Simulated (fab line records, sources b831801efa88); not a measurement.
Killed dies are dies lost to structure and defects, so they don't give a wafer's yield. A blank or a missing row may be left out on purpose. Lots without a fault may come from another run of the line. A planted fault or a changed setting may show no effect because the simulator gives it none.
Which tool did it? | flow sky130 | 6 lots, 18 wafers sampled, at 2 steps of a route of 708

WHAT THE GAUGES READ, wafer by wafer
SKY_PWDE_OVL_MEAS_07.
lot  | measured    | on         | PWDE_OVL (nm)
L830 | day 5 06:13 | overlay-02 | 0.0 0.8 -0.6
L831 | day 5 17:39 | overlay-01 | -1.1 -0.9 -0.7
L833 | day 6 05:09 | overlay-01 | -1.7 -1.6 -1.6
L835 | day 6 12:25 | overlay-01 | -0.7 -0.7 -2.3
L840 | day 6 21:27 | overlay-02 | 0.2 0.0 0.5
L845 | day 8 05:36 | overlay-01 | -2.0 -2.5 -2.0

WHICH TOOL RAN EACH LOT (tool, then ch and the chambers of the sampled wafers, then the start)
lot  | SKY_PWDE_EXPOSE_04
L830 | iline_stepper-02 ch 0, day 4 22:19
L831 | iline_stepper-02 ch 0, day 5 08:51
L833 | iline_stepper-01 ch 0, day 5 20:06
L835 | iline_stepper-01 ch 0, day 6 02:40
L840 | iline_stepper-02 ch 0, day 6 11:45
L845 | iline_stepper-01 ch 0, day 7 19:13
- SKY_PWDE_EXPOSE_04: exposes mask PWDEM, target cd 840 nm.

THE ANSWER, worked out from the rows above alone
Rule: what is usual is taken from the lots themselves. Put in order of their means at a reading, lots are off if they are a third of the lots or fewer, leave a main group of 4 or more, and stand apart from it by a gap of 3 or more times the standard deviation of the main group's means; of several such gaps the widest counts. A main group whose means are all the same, to the digits that the tables above print for the reading, isn't used. A lot without any number at a reading at which 4 lots or more have one is off too. The other lots that the step has rows for count as sound.
No lot is off at any reading shown: from this, nothing can be told.

WHAT THE SIMULATOR HAD PUT IN
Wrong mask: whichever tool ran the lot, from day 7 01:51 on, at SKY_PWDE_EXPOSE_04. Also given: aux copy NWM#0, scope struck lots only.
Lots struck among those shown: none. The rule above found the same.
